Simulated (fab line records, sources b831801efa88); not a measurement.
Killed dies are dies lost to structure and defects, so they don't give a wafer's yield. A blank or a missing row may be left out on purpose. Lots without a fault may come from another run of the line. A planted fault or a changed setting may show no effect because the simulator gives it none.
fab line records | flow sky130
record lots=6 wafers=17 last_day=50
route steps=708 shown VIA3@581 METAL4@598 CAP2M@603 PAD_OPEN@708
lots that met no fault: from a run of the same line without faults
start_h: hours from the record's first day to the start of the lot's first wafer shown | wait_h: hours since the lot's step before | " the same as in the row above | L1.1+2: a row that stands for several wafers | - no value, or no start given | * or withheld: withheld | < > ~ a bound
route shown NAME@n: a module of which the file shows steps, and the number in the route of the first | usual: mean/standard deviation of fault-free wafers | same: alike in all rows | chamber/n: place in a boat | sites: the reading at each site | _std_site: their standard deviation | _edge_site: outer sites' mean less inner sites' | radius_mm: how far each site lies from the wafer's centre | mask NAME#n: copy n | behind: the tool/chamber that last shaped the wafer | hold: why the lot was held/for how many hours/how that ended | device: the transistor (n, p or np) that didn't switch | end of line: the same wafers' tests at the end of the route | a step without rows: its recipe alone | killed: dies lost to structure and defects at the first sort, not the wafer's yield | map: a wafer's dies, x killed, . not, _ none there
set.NAME: the setting as run; set.NAME@STEP: as run at that earlier step | model.NAME: the simulator's own value behind a step, which no gauge read
lots at some steps of the route; a table a step, a row a wafer
services: from which hour (start_h, from the record's first day; less than 0 if before it) a tool's chamber was out of use, for how many hours, and why
## steps
# step SKY_VIA3_SOFTBAKE_08
# recipe temp_c=100 time_s=90 resist=KrF-thick
# step SKY_VIA3_EXPOSE_09
# recipe mask_id=VIM3 na=0.8 source_shape=annular sigma_inner=0.55 sigma_outer=0.85 target_cd_nm=200 dose_mj=38
# step SKY_VIA3_PEB_10
# recipe peb_temp_c=withheld peb_time_s=withheld resist=KrF-thick
# step SKY_VIA3_DEVELOP_11
# recipe develop_time_s=60 resist=KrF-thick dev_temp_c=21
# step SKY_VIA3_CD_MEAS_12
# recipe target_cd_nm=200
# usual cd_nm=199.6/1.4
# columns lot.wafer tool chamber start_h wait_h cd_nm
L162.1 cd_sem-01 - 979.41 - 199.1
L162.3 " - " " 199.3
L162.4 " - " " 198.2
L165.2 cd_sem-02 - 986.13 - 199.3
L165.3 " - " " 200.2
L165.5 " - " " 200.0
L171.1 cd_sem-01 - 1026.91 - 199.1
L171.2 " - " " 199.8
L171.3 " - " " 199.0
L175.2 cd_sem-01 - 1046.94 - 200.4
L175.6 " - " " 199.0
L179.2 cd_sem-02 - 1073.03 - 200.8
L179.3 " - " " 201.6
L179.4 " - " " 203.2
L181.1 cd_sem-02 - 1073.90 - 201.4
L181.4 " - " " 199.6
L181.5 " - " " 201.3
# step SKY_VIA3_OVL_MEAS_13
# usual VIA3_OVL=3/6.8
# columns lot.wafer tool chamber start_h wait_h VIA3_OVL[nm]
L162.1 overlay-01 - 979.53 0.1 5
L162.3 " - " " 8
L162.4 " - " " 3
L165.2 overlay-02 - 986.24 0.1 11
L165.3 " - " " 18
L165.5 " - " " 16
L171.1 overlay-01 - 1027.03 0.1 -2
L171.2 " - " " 0
L171.3 " - " " 2
L175.2 overlay-02 - 1047.05 0.1 7
L175.6 " - " " 5
L179.2 overlay-01 - 1073.14 0.1 7
L179.3 " - " " 7
L179.4 " - " " 9
L181.1 overlay-01 - 1074.02 0.1 3
L181.4 " - " " 2
L181.5 " - " " 0
# step SKY_VIA3_ETCH_14
# recipe chemistry=N2/H2 target=BARC ion_energy_ev=200 source_w=500 bias_w=100 pressure_mtorr=30 n2_flow_sccm=100 h2_flow_sccm=200 stop_on=SiO2 time_s=45.9 target_depth_a=600
# usual drypump_motor_current_A=5.79/0.22 oes_product_au=0.855/0.0047 throttle_valve_pct=13.225/0.0087
# columns lot.wafer tool chamber start_h wait_h drypump_motor_current_A oes_product_au rf_hours_counter_h throttle_valve_pct
L162.1 rie_diel-04 1 979.57 0.0 6.08 0.854 18 13.229
L162.3 " 2 " " 5.60 0.855 22 13.234
L162.4 " 0 " " 5.85 0.851 0 13.227
L165.2 rie_diel-01 3 986.27 0.0 5.73 0.857 17 13.224
L165.3 " 1 " " 6.19 0.844 3 13.219
L165.5 " 1 " " 6.17 0.858 - 13.219
L171.1 rie_diel-04 2 1027.07 0.0 5.59 0.851 23 13.227
L171.2 " 0 " " 5.83 0.860 2 13.215
L171.3 " 1 " " 6.05 0.865 19 13.227
L175.2 rie_diel-03 0 1047.08 0.0 6.01 0.854 6 13.230
L175.6 " 0 " " 6.01 0.855 - 13.231
L179.2 rie_diel-04 1 1073.17 0.0 6.05 0.853 21 13.225
L179.3 " 3 " " 5.58 0.854 10 13.230
L179.4 " 0 " " 5.81 0.855 3 13.217
L181.1 rie_diel-03 3 1074.05 0.0 5.78 0.851 14 13.231
L181.4 " 2 " " 5.64 0.843 14 13.229
L181.5 " 0 " " 6.01 0.855 - 13.226
# step SKY_VIA3_ETCH_15
# recipe target=SiO2 chemistry=C4F8/O2/Ar target_depth_nm=507 stop_on=TiN mask_material=KrF-thick source_w=1500 bias_w=1200 pressure_mtorr=40 c4f8_flow_sccm=withheld O2_flow_sccm=6 Ar_flow_sccm=300 time_s=78
# usual oes_product_au=0.945/0.0044
# columns lot.wafer tool chamber start_h wait_h oes_product_au rf_hours_counter_h
L162.1 rie_diel-04 1 979.61 0.0 0.949 18
L162.3 " 2 " " 0.939 22
L162.4 " 0 " " 0.950 0
L165.2 rie_diel-01 3 986.31 0.0 0.947 17
L165.3 " 1 " " 0.951 3
L165.5 " 1 " " 0.946 -
L171.1 rie_diel-04 2 1027.11 0.0 0.950 23
L171.2 " 0 " " 0.948 2
L171.3 " 1 " " 0.947 19
L175.2 rie_diel-03 0 1047.12 0.0 0.945 6
L175.6 " 0 " " 0.940 -
L179.2 rie_diel-04 1 1073.21 0.0 0.949 21
L179.3 " 3 " " 0.943 10
L179.4 " 0 " " 0.947 3
L181.1 rie_diel-03 3 1074.09 0.0 0.944 14
L181.4 " 2 " " 0.950 14
L181.5 " 0 " " 0.952 -
# step SKY_VIA3_STRIP_16
# recipe chemistry=O2/N2 power_w=1400 pressure_mtorr=1500 platen_temp_c=withheld o2_flow_sccm=3000 n2_flow_sccm=300 overash_fraction=0.5
# usual drypump_motor_current_A=5.5/0.47 oes_product_au=0.402/0.0043 strip_time_to_endpoint_s=4.141/0.025
# columns lot.wafer tool chamber start_h wait_h drypump_motor_current_A oes_product_au rf_hours_counter_h strip_time_to_endpoint_s
L162.1 plasma_asher-04 0 979.67 0.0 5.0 0.400 116 4.125
L162.3 " 0 " " 5.0 0.405 - 4.184
L162.4 " 1 " " 5.9 0.404 - 4.157
L165.2 plasma_asher-04 0 986.37 0.0 5.0 0.405 116 4.139
L165.3 " 0 " " 5.0 0.408 - 4.137
L165.5 " 0 " " 5.0 0.403 - 4.143
L171.1 plasma_asher-03 0 1027.17 0.0 6.2 0.399 28 4.168
L171.2 " 1 " " 5.5 0.400 28 4.160
L171.3 " 0 " " 6.2 0.399 - 4.124
L175.2 plasma_asher-04 0 1047.18 0.0 5.0 0.401 121 4.141
L175.6 " 1 " " 5.9 0.410 - 4.143
L179.2 plasma_asher-04 0 1073.27 0.0 5.1 0.400 1 4.118
L179.3 " 0 " " 5.0 0.401 - 4.160
L179.4 " 1 " " 5.9 0.396 - 4.115
L181.1 plasma_asher-01 1 1074.15 0.0 4.9 0.404 69 4.106
L181.4 " 0 " " 5.8 0.403 - 4.118
L181.5 " 1 " " 4.9 0.403 - 4.137
# step SKY_VIA3_STRIP_17
# recipe chemistry=post_etch_residue_remover time_s=1200 temp_c=72.5
# step SKY_VIA3_CLEAN_18
# recipe chemistry=IPA time_s=180 temp_c=25
# step SKY_VIA3_CLEAN_19
# recipe chemistry=O3/DIW dry=n2_spin
# step SKY_VIA3_SPUTTER_20
# recipe material=TiN target_thk_nm=20 chamber_pressure_pa=5 power_w=4000 time_s=80
# usual throttle_valve_pct=29.5/1.1
# columns lot.wafer tool chamber start_h wait_h throttle_valve_pct model.TiN_of_VIA3_SPUTTER_20.thk_nm
L162.1 pvd_sputter-03 - 980.26 0.0 31.2 19.76
L162.3 " - " " 29.8 19.61
L162.4 " - " " 30.3 19.76
L165.2 pvd_sputter-02 - 986.96 0.0 29.2 19.7
L165.3 " - " " 27.3 19.94
L165.5 " - " " 28.9 19.78
L171.1 pvd_sputter-03 - 1027.76 0.0 31.5 19.79
L171.2 " - " " 30.4 37.17
L171.3 " - " " 30.2 19.62
L175.2 pvd_sputter-03 - 1047.77 0.0 30.3 37.34
L175.6 " - " " 29.6 20
L179.2 pvd_sputter-01 - 1073.97 0.0 32.1 20.1
L179.3 " - " " 29.5 20.25
L179.4 " - " " 30.4 20.11
L181.1 pvd_sputter-02 - 1074.82 0.0 29.3 19.96
L181.4 " - " " 29.8 19.91
L181.5 " - " " 29.7 20.04
# step SKY_VIA3_CVD_21
# recipe material=W target_thk_nm=390 time_s=117.31 temp_c=400 pressure_torr=40
# step SKY_VIA3_RS_MEAS_22
# recipe thk_meas_gauge=four-point-probe reads=W_of_VIA3_CVD_21+TiN_of_VIA3_SPUTTER_20
# usual VIA3_W_RS=0.2944/0.0025
# columns lot.wafer tool chamber start_h wait_h VIA3_W_RS[ohm/sq]
L162.1 film_metro-02 - 980.45 0.1 0.2956
L162.3 " - " " 0.2936
L162.4 " - " " 0.2958
L165.2 film_metro-02 - 987.17 0.1 0.2893
L165.3 " - " " 0.2943
L165.5 " - " " 0.2899
L171.1 film_metro-03 - 1027.95 0.1 0.2970
L171.2 " - " " 0.2916
L171.3 " - " " 0.2993
L175.2 film_metro-03 - 1047.97 0.1 0.2918
L175.6 " - " " 0.2967
L179.2 film_metro-02 - 1074.17 0.1 0.2970
L179.3 " - " " 0.2964
L179.4 " - " " 0.2927
L181.1 film_metro-01 - 1075.01 0.1 0.2933
L181.4 " - " " 0.2942
L181.5 " - " " 0.2966
# step SKY_VIA3_THK_MEAS_23
# recipe thk_meas_gauge=xrf reads=W_of_VIA3_CVD_21
# usual VIA3_W_THK=388/4.9
# columns lot.wafer tool chamber start_h wait_h VIA3_W_THK[nm]
L162.1 film_metro-02 - 980.57 0.1 376
L162.3 " - " " 383
L162.4 " - " " 378
L165.2 film_metro-02 - 987.28 0.1 391
L165.3 " - " " 385
L165.5 " - " " 390
L171.1 film_metro-03 - 1028.07 0.1 381
L171.2 " - " " 387
L171.3 " - " " 378
L175.2 film_metro-03 - 1048.08 0.1 392
L175.6 " - " " 388
L179.2 film_metro-02 - 1074.28 0.1 380
L179.3 " - " " 380
L179.4 " - " " 384
L181.1 film_metro-01 - 1075.13 0.1 386
L181.4 " - " " 390
L181.5 " - " " 387
# step SKY_VIA3_CMP_24
# recipe stop_on=SiO2 t_overpolish_s=20 down_force_psi=3.5 platen_rpm=60 target_thk_nm=0 pad_velocity_m_s=0.94248
# step SKY_METAL4_SPUTTER_00
# recipe material=Ti target_thk_nm=15 power_w=3000 time_s=10 chamber_pressure_pa=0.4
# step SKY_METAL4_SPUTTER_01
# recipe material=TiN target_thk_nm=20 power_w=6500 time_s=16.7 chamber_pressure_pa=0.4
# step SKY_METAL4_SPUTTER_02
# recipe material=AlCu target_thk_nm=735 power_w=10600 time_s=39.1 chamber_pressure_pa=0.4
# step SKY_METAL4_SPUTTER_03
# recipe material=Ti target_thk_nm=5 power_w=3000 time_s=3.3 chamber_pressure_pa=0.4
# usual throttle_valve_pct=29.5/1.1
# columns lot.wafer tool chamber start_h wait_h throttle_valve_pct
L162.1 pvd_sputter-04 - 981.01 0.0 30.3
L162.3 " - " " 29.5
L162.4 " - " " 29.2
L165.2 pvd_sputter-04 - 987.71 0.0 30.6
L165.3 " - " " 27.4
L165.5 " - " " 29.7
L171.1 pvd_sputter-04 - 1028.51 0.0 29.2
L171.2 " - " " 28.9
L171.3 " - " " 27.8
L175.2 pvd_sputter-01 - 1048.52 0.0 30.2
L175.6 " - " " 29.6
L179.2 pvd_sputter-04 - 1074.72 0.0 27.8
L179.3 " - " " 30.4
L179.4 " - " " 28.9
L181.1 pvd_sputter-01 - 1075.57 0.0 30.0
L181.4 " - " " 32.2
L181.5 " - " " 30.1
# step SKY_METAL4_SPUTTER_04
# recipe material=TiN target_thk_nm=70 power_w=6500 time_s=58.3 chamber_pressure_pa=0.4
# usual throttle_valve_pct=29.5/1.1
# columns lot.wafer tool chamber start_h wait_h throttle_valve_pct
L162.1 pvd_sputter-04 - 981.03 0.0 30.3
L162.3 " - " " 29.8
L162.4 " - " " 28.9
L165.2 pvd_sputter-04 - 987.73 0.0 30.4
L165.3 " - " " 27.4
L165.5 " - " " 29.3
L171.1 pvd_sputter-04 - 1028.53 0.0 29.6
L171.2 " - " " 28.9
L171.3 " - " " 27.8
L175.2 pvd_sputter-01 - 1048.54 0.0 30.0
L175.6 " - " " 29.4
L179.2 pvd_sputter-04 - 1074.74 0.0 27.7
L179.3 " - " " 30.3
L179.4 " - " " 29.0
L181.1 pvd_sputter-01 - 1075.59 0.0 30.4
L181.4 " - " " 31.9
L181.5 " - " " 29.7
# step SKY_CAP2M_CVD_00
# recipe material=SiO2 target_thk_nm=15.5 temp_c=400 time_s=withheld rf_w=450
# step SKY_CAP2M_THK_MEAS_01
# recipe reads=SiO2_of_CAP2M_CVD_00
# usual CAP2M_CVD_00_THK=15.52/0.25
# columns lot.wafer tool chamber start_h wait_h CAP2M_CVD_00_THK[nm]
L162.1 film_metro-01 - 981.10 - 15.67
L162.3 " - " " 15.39
L162.4 " - " " 15.88
L165.2 film_metro-02 - 987.81 - 15.26
L165.3 " - " " 15.54
L165.5 " - " " 15.73
L171.1 film_metro-02 - 1028.61 - 15.78
L171.2 " - " " 15.47
L171.3 " - " " 15.75
L175.2 film_metro-01 - 1048.62 - 15.35
L175.6 " - " " 16.01
L179.2 film_metro-04 - 1074.83 - 15.42
L179.3 " - " " 15.68
L179.4 " - " " 15.72
L181.1 film_metro-02 - 1075.66 - 15.24
L181.4 " - " " 15.56
L181.5 " - " " 15.55
# step SKY_CAP2M_SPUTTER_02
# recipe material=TiN target_thk_nm=200 temp_c=300 power_w=6500 time_s=166.7 chamber_pressure_pa=0.4
# step SKY_CAP2M_RS_MEAS_03
# recipe thk_meas_gauge=four-point-probe reads=TiN_of_CAP2M_SPUTTER_02
# usual CAP2M_TIN_RS=6.94/0.096
# columns lot.wafer tool chamber start_h wait_h CAP2M_TIN_RS[ohm/sq]
L162.1 film_metro-02 - 981.27 0.1 7.02
L162.3 " - " " 7.06
L162.4 " - " " 7.05
L165.2 film_metro-01 - 987.99 0.1 7.07
L165.3 " - " " 7.08
L165.5 " - " " 7.11
L171.1 film_metro-01 - 1028.78 0.1 6.98
L171.2 " - " " 6.97
L171.3 " - " " 7.00
L175.2 film_metro-02 - 1048.80 0.1 6.96
L175.6 " - " " 6.92
L179.2 film_metro-04 - 1075.01 0.1 6.91
L179.3 " - " " 6.81
L179.4 " - " " 6.89
L181.1 film_metro-04 - 1075.83 0.1 6.98
L181.4 " - " " 7.08
L181.5 " - " " 6.87
# step SKY_CAP2M_THK_MEAS_04
# recipe thk_meas_gauge=xrf reads=TiN_of_CAP2M_SPUTTER_02
# usual CAP2M_TIN_THK=200.1/2.7
# columns lot.wafer tool chamber start_h wait_h CAP2M_TIN_THK[nm]
L162.1 film_metro-02 - 981.39 0.1 198.5
L162.3 " - " " 197.3
L162.4 " - " " 198.3
L165.2 film_metro-01 - 988.10 0.1 196.4
L165.3 " - " " 196.8
L165.5 " - " " 196.3
L171.1 film_metro-01 - 1028.90 0.1 198.4
L171.2 " - " " 199.2
L171.3 " - " " 197.6
L175.2 film_metro-02 - 1048.91 0.1 200.3
L175.6 " - " " 201.6
L179.2 film_metro-04 - 1075.12 0.1 201.8
L179.3 " - " " 203.3
L179.4 " - " " 200.9
L181.1 film_metro-04 - 1075.95 0.1 199.2
L181.4 " - " " 197.1
L181.5 " - " " 201.7
# step SKY_CAP2M_DEHYDRATE_05
# recipe temp_c=200 time_s=60
# step SKY_CAP2M_HMDS_06
# recipe prime_time_s=60 prime_temp_c=120
# step SKY_CAP2M_COAT_07
# recipe resist=NOVOLAK spin_rpm=3000 resist_thk_nm=1140
# step SKY_CAP2M_SOFTBAKE_08
# recipe temp_c=90 time_s=60 resist=NOVOLAK
# step SKY_CAP2M_EXPOSE_09
# recipe mask_id=CAP2M na=0.6 source_shape=conventional sigma_outer=0.6 polarization=unpolarized target_cd_nm=1000 dose_mj=159
# step SKY_CAP2M_PEB_10
# recipe temp_c=withheld time_s=* resist=NOVOLAK
# step SKY_CAP2M_DEVELOP_11
# recipe resist=NOVOLAK developer=TMAH develop_time_s=60 dev_temp_c=23
# step SKY_CAP2M_OVL_MEAS_12
# usual CAP2M_OVL=0.8/1.5
# columns lot.wafer tool chamber start_h wait_h CAP2M_OVL[nm]
L162.1 overlay-01 - 1003.79 0.1 -0.4
L162.3 " - " " -1.5
L162.4 " - " " -1.5
L165.2 overlay-01 - 1010.46 0.1 0.3
L165.3 " - " " 1.3
L165.5 " - " " 1.9
L171.1 overlay-02 - 1050.41 0.1 -0.1
L171.2 " - " " 1.3
L171.3 " - " " -0.2
L175.2 overlay-01 - 1069.61 0.1 -0.6
L175.6 " - " " -1.6
L179.2 overlay-01 - 1095.82 0.1 2.4
L179.3 " - " " 2.4
L179.4 " - " " 1.3
L181.1 overlay-01 - 1097.05 0.1 0.5
L181.4 " - " " -2.5
L181.5 " - " " -1.5
# step SKY_CAP2M_METAL_ETCH_13
# recipe target_depth_nm=220 stop_on=SiO2 chemistry=Cl2/BCl3 target=TiN pressure_mtorr=10 icp_w=900 bias_w=48.5 Cl2_flow_sccm=60 bcl3_flow_sccm=30 time_s=62.9
# step SKY_CAP2M_STRIP_14
# recipe chemistry=O2/N2 power_w=1400 pressure_mtorr=1500 platen_temp_c=withheld o2_flow_sccm=3000 n2_flow_sccm=300 overash_fraction=0.5
# step SKY_CAP2M_STRIP_15
# recipe chemistry=post_etch_residue_remover time_s=1200 temp_c=72.5
# step SKY_CAP2M_CLEAN_16
# recipe chemistry=IPA time_s=180 temp_c=25
# step SKY_CAP2M_CLEAN_17
# recipe chemistry=O3/DIW dry=n2_spin
# step SKY_METAL4_DEHYDRATE_05
# recipe temp_c=200 time_s=60
# step SKY_METAL4_HMDS_06
# recipe prime_time_s=60 prime_temp_c=120
# step SKY_METAL4_METAL_ETCH_18
# recipe target_depth_a=8450 stop_on=SiO2 over_etch_frac=0.3 time_s=183.1 chemistry=Cl2/BCl3 resist_sidewall_deg=88 pressure_mtorr=10 icp_w=900 bias_w=48.5 Cl2_flow_sccm=60 bcl3_flow_sccm=30
# usual drypump_motor_current_A=5.9/0.5 oes_product_au=0.864/0.0049 throttle_valve_pct=22.265/0.0097
# columns lot.wafer tool chamber start_h wait_h drypump_motor_current_A oes_product_au rf_hours_counter_h throttle_valve_pct model.etch.depth_nm model.METAL4.feature_depth_nm
L162.1 rie_metal-04 0 1027.57 0.0 6.6 0.861 19 22.278 857.9 857.9
L162.3 " 0 " " 6.6 0.866 - 22.269 858.8 858.8
L162.4 " 1 " " 5.4 0.864 - 22.276 859.7 859.7
L165.2 rie_metal-03 0 1033.76 0.0 6.4 0.861 14 22.270 853.5 853.5
L165.3 " 1 " " 5.1 0.855 - 22.268 854.9 854.9
L165.5 " 0 " " 6.5 0.862 - 22.243 851.9 851.9
L171.1 rie_metal-01 0 1072.97 0.0 5.9 0.862 15 22.276 853.8 853.8
L171.2 " 1 " " 6.2 0.880 21 22.256 875.8 875.8
L171.3 " 0 " " 5.9 0.853 - 22.264 850 850
L175.2 rie_metal-01 1 1091.77 0.0 6.2 0.886 22 22.246 886.9 886.9
L175.6 " 1 " " 6.2 0.872 - 22.255 873.8 873.8
L179.2 rie_metal-04 1 1117.33 0.0 5.4 0.856 23 22.245 861.6 861.6
L179.3 " 1 " " 5.4 0.871 - 22.253 865.8 865.8
L179.4 " 0 " " 6.6 0.869 - 22.255 864.3 864.3
L181.1 rie_metal-04 1 1118.71 0.0 5.4 0.856 24 22.279 858.9 858.9
L181.4 " 1 " " 5.4 0.868 - 22.253 865.9 865.9
L181.5 " 0 " " 6.5 0.866 - 22.254 863.2 863.2
# step SKY_PAD_OPEN_PROBE_99
# usual defect_limited_yield=82.3/1.9 killed_at_M0_to_M3=44/6.5 killed_at_M4_up=3.3/1.9 killed_at_contacts=24/5.3 killed_at_front_end=15/4.5 killed_at_other=0.3/0.58 killed_dies=87/9.3 killed_open=48/6.6 killed_short=39/6.1 sort_bin_3_pad_short=0.9/0.46 sort_bin_5_function=10.5/1.6 sort_bin_6_memory=6.3/1.1 sort_n_pass=405/9.3 sort_yield_pct=82.3/1.9
# same gross_dies=492 killed_at_back_side=0 sort_bin_4_leakage[%]=0 sort_bin_8_speed[%]=0
# columns lot.wafer tool chamber start_h wait_h defect_limited_yield[%] killed_at_M0_to_M3 killed_at_M4_up killed_at_contacts killed_at_front_end killed_at_other killed_dies killed_open killed_short sort_bin_3_pad_short[%] sort_bin_5_function[%] sort_bin_6_memory[%] sort_n_pass sort_yield_pct[%]
L165.3 prober-01 - 1125.73 0.2 83.7 31 1 31 16 1 80 49 31 0.8 7.5 7.9 412 83.7
# killed by level:class
L165.3 CONTACT:geometric_particle:open=10 LOCAL_INTERCONNECT:geometric_particle:short=7 LI_CONTACT:geometric_particle:open=6 VIA3:geometric_particle:open=6 POLY_GATE:geometric_particle:open=5 POLY_GATE:geometric_particle:short=5 VIA1:geometric_particle:open=5 FIELD_ISO:geometric_particle:open=4
## services
# columns tool chamber start_h hours kind
rie_diel-04 0 960.34 - clean
rie_diel-04 0 960.34 17.5 scheduled_down
rie_diel-04 0 960.34 17.5 vent_cycle
pvd_sputter-01 - 970.62 4.4 repair
rie_metal-03 - 974.54 2.8 pm
rie_diel-01 2 977.68 33.4 repair
plasma_asher-01 - 982.33 1.3 repair
rie_diel-04 - 986.23 0.2 repair
rie_diel-01 1 992.39 5.0 repair
rie_diel-04 3 1006.74 11.1 repair
plasma_asher-04 - 1013.77 15.6 pm
pvd_sputter-04 - 1015.79 2.3 repair
plasma_asher-03 - 1019.86 2.2 repair
rie_diel-03 1 1028.00 19.8 repair
plasma_asher-04 - 1042.40 0.6 repair
plasma_asher-04 - 1055.25 9.0 pm
rie_metal-03 - 1059.09 14.6 pm
pvd_sputter-02 - 1072.54 1.6 repair
plasma_asher-01 - 1076.21 1.9 repair
rie_metal-03 - 1088.16 6.5 repair
rie_metal-01 - 1101.08 2.8 pm
plasma_asher-04 - 1103.65 3.4 repair
rie_diel-01 0 1104.65 4.0 repair
rie_diel-01 2 1106.35 9.8 repair
## key
first_sign none at tools or gauges
model_effect step=SKY_VIA3_SPUTTER_20 value=TiN_of_VIA3_SPUTTER_20.thk_nm without=19.89 struck=37.25
model_effect step=SKY_METAL4_METAL_ETCH_18 value=etch.depth_nm without=864 struck=881.3
met_at SKY_VIA3_SPUTTER_20
struck_wafers L171.2,L175.2
onset_between 980.26 1027.76
fault kind=process_parameter_drift tool=pvd_sputter-03 chamber=- onset_h=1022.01 steps=SKY_VIA3_SPUTTER_20 channel=target_thk_nm offset=17.36 shape=step end_h=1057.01 scope=struck_wafers_only acts_in=these_recipes_only stated=20
